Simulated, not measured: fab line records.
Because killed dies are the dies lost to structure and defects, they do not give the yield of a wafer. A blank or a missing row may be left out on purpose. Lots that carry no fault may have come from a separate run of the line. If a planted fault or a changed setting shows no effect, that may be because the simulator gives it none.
What tool caused it? -- flow gf180mcu -- Sampling: 10 lots, 30 wafers, 6 of 602 route steps

WHAT THE GAUGES SHOWED, per wafer
GF_POLY_GATE_THK_MEAS_17.
lot,measured,on,POLY_GATE_OXIDATION_THK (nm)
L335,day 9 12:11,film-metro-03,4.15 4.16 4.01
L337,day 10 12:49,film-metro-01,3.95 4.06 3.93
L339,day 10 19:16,film-metro-03,3.93 3.77 3.87
L341,day 11 11:24,film-metro-01,4.12 4.02 4.06
L343,day 11 20:11,film-metro-01,4.08 4.04 3.97
L344,day 12 05:10,film-metro-03,3.95 3.86 3.98
L346,day 12 20:02,film-metro-01,3.94 3.88 3.93
L354,day 15 07:57,film-metro-03,4.07 4.00 3.99
L355,day 15 09:11,film-metro-03,4.04 4.05 4.06
L357,day 15 23:17,film-metro-01,4.08 3.96 4.03

GF_PSD_TW_MEAS_11.
lot,measured,on,PSD_TW
L335,day 14 11:25,film-metro-02,3164 3184 3170
L337,day 15 16:53,film-metro-01,3252 3248 3242
L339,day 16 01:02,film-metro-02,3190 3193 3204
L341,day 16 19:05,film-metro-02,3203 3214 3192
L343,day 17 05:59,film-metro-01,3231 3241 3241
L344,day 17 19:49,film-metro-02,3454 3459 3461
L346,day 18 11:41,film-metro-01,3500 3500 3505
L354,day 21 10:38,film-metro-02,3177 3180 3163
L355,day 21 12:31,film-metro-02,3185 3197 3197
L357,day 22 02:07,film-metro-01,3197 3230 3223

GF_PSD_RS_MEAS_15: uses a four-point probe to measure.
lot,measured,on,PSD_RS (ohm/sq)
L335,day 14 11:46,film-metro-02,108.62 108.80 108.21
L337,day 15 17:13,film-metro-02,108.43 108.66 108.75
L339,day 16 01:23,film-metro-01,108.62 108.35 108.22
L341,day 16 19:25,film-metro-01,108.48 108.58 108.53
L343,day 17 06:24,film-metro-01,108.50 108.19 108.35
L344,day 17 20:08,film-metro-01,101.51 100.94 101.61
L346,day 18 12:01,film-metro-01,101.38 101.53 101.63
L354,day 21 10:58,film-metro-01,108.20 108.30 108.29
L355,day 21 12:50,film-metro-04,108.84 108.60 108.64
L357,day 22 02:26,film-metro-01,108.21 108.27 108.15

EACH LOT AND THE TOOL THAT RAN IT (in order: tool; ch and the chambers of the sampled wafers; start)
lot,GF_PSD_IMPLANT_09,GF_PSD_STRIP_10,GF_PSD_RTA_13
L335,"implanter-04 ch 0, day 14 11:13","plasma-asher-03 ch 0,1, day 14 11:19","rtp-anneal-01 ch 0, day 14 11:32"
L337,"implanter-04 ch 0, day 15 16:39","plasma-asher-01 ch 0,1, day 15 16:47","rtp-anneal-01 ch 0, day 15 17:00"
L339,"implanter-01 ch 0, day 16 00:49","plasma-asher-02 ch 0,1, day 16 00:57","rtp-anneal-02 ch 0, day 16 01:10"
L341,"implanter-01 ch 0, day 16 18:51","plasma-asher-02 ch 0, day 16 18:59","rtp-anneal-02 ch 0, day 16 19:12"
L343,"implanter-01 ch 0, day 17 05:45","plasma-asher-02 ch 0,1, day 17 05:52","rtp-anneal-01 ch 0, day 17 06:05"
L344,"implanter-01 ch 0, day 17 19:34","plasma-asher-03 ch 0,1, day 17 19:43","rtp-anneal-01 ch 0, day 17 19:56"
L346,"implanter-01 ch 0, day 18 11:27","plasma-asher-01 ch 0,1, day 18 11:35","rtp-anneal-02 ch 0, day 18 11:48"
L354,"implanter-03 ch 0, day 21 10:25","plasma-asher-03 ch 0,1, day 21 10:32","rtp-anneal-02 ch 0, day 21 10:46"
L355,"implanter-03 ch 0, day 21 12:16","plasma-asher-03 ch 0,1, day 21 12:25","rtp-anneal-01 ch 0, day 21 12:38"
L357,"implanter-01 ch 0, day 22 01:52","plasma-asher-01 ch 0,1, day 22 02:01","rtp-anneal-02 ch 0, day 22 02:14"
- GF_PSD_IMPLANT_09
- GF_PSD_STRIP_10: strips in O2/N2.
- GF_PSD_RTA_13: time 20 s.

AS READ BY THE TOOLS THEMSELVES (means over the sampled wafers that have a number; for cases with no such wafer, the mark the record gives instead)
GF_PSD_IMPLANT_09.
lot,tool,beam-on-s (s),dose-ions-cm2,end-station-pressure-torr (Torr),faraday-current-uA
L335,implanter-04,9.63,1.4979e+15,1.22e-05,8559
L337,implanter-04,10.06,1.4997e+15,1.24e-05,8164
L339,implanter-01,9.93,1.4991e+15,1.21e-05,8302
L341,implanter-01,10.02,1.5001e+15,1.15e-05,8237
L343,implanter-01,9.96,1.4997e+15,1.10e-05,8271
L344,implanter-01,11.15,2.2941e+15,1.44e-05,11244
L346,implanter-01,11.41,2.2945e+15,1.37e-05,10959
L354,implanter-03,10.17,1.5011e+15,1.19e-05,8142
L355,implanter-03,9.96,1.4993e+15,1.22e-05,8260
L357,implanter-01,10.17,1.4996e+15,1.21e-05,8079

GF_PSD_STRIP_10.
lot,tool,drypump-motor-current-A (A),heater-power-w (W),n2-flow-sccm (sccm),oes-product-au (a.u.),strip-time-to-endpoint-s (s)
L335,plasma-asher-03,5.59,325,299.5,0.591,16.56
L337,plasma-asher-01,5.75,421,300.5,0.594,16.53
L339,plasma-asher-02,5.78,309,300.2,0.593,16.58
L341,plasma-asher-02,6.02,303,299.4,0.592,16.55
L343,plasma-asher-02,5.77,312,300.0,0.590,16.58
L344,plasma-asher-03,5.60,329,299.2,0.560,17.96
L346,plasma-asher-01,5.99,384,298.7,0.562,17.89
L354,plasma-asher-03,5.59,322,299.5,0.589,16.49
L355,plasma-asher-03,5.60,326,298.8,0.593,16.55
L357,plasma-asher-01,6.01,377,301.3,0.590,16.57

GF_PSD_RTA_13.
lot,tool,lamp-power-pct (%),wafer_temp_C_max
L335,rtp-anneal-01,40,1029.1
L337,rtp-anneal-01,40,1030.6
L339,rtp-anneal-02,31,1029.2
L341,rtp-anneal-02,31,1029.7
L343,rtp-anneal-01,40,1029.8
L344,rtp-anneal-01,40,1031.0
L346,rtp-anneal-02,31,1029.0
L354,rtp-anneal-02,31,1029.4
L355,rtp-anneal-01,40,1030.1
L357,rtp-anneal-02,31,1029.9

THE ANSWER, worked out from the rows above alone
Rule: what is usual is taken from the lots themselves. Put in order of their means at a reading, lots are off if they are a third of the lots or fewer, leave a main group of 4 or more, and stand apart from it by a gap of 3 or more times the standard deviation of the main group's means; of several such gaps the widest counts. If all means in a main group match to the digits the tables above print for the reading, that group is not used. A lot without any number at a reading at which 4 lots or more have one is off too. The other lots that the step has rows for count as sound. The gauges are gone through in route order, then the tools' own readings, and for those a lot's mean is taken as printed above. The first step at which some lot is off is used, and at that step the reading that is off furthest; a lot without a number counts as furthest.
Off: L344, L346, at GF_PSD_TW_MEAS_11 (PSD_TW). The main group: mean 3205, standard deviation 26.
If a tool, at a process step before that reading, ran all the lots that are off and no sound lot after the first of them, it fits. Not tried: the gauges at GF_PSD_TW_MEAS_11; whatever is off there is also off at GF_PSD_IMPLANT_09, on other tools, and gauge error can't account for it. Not one of the candidates tried fits.

WHAT THE SIMULATOR HAD PUT IN
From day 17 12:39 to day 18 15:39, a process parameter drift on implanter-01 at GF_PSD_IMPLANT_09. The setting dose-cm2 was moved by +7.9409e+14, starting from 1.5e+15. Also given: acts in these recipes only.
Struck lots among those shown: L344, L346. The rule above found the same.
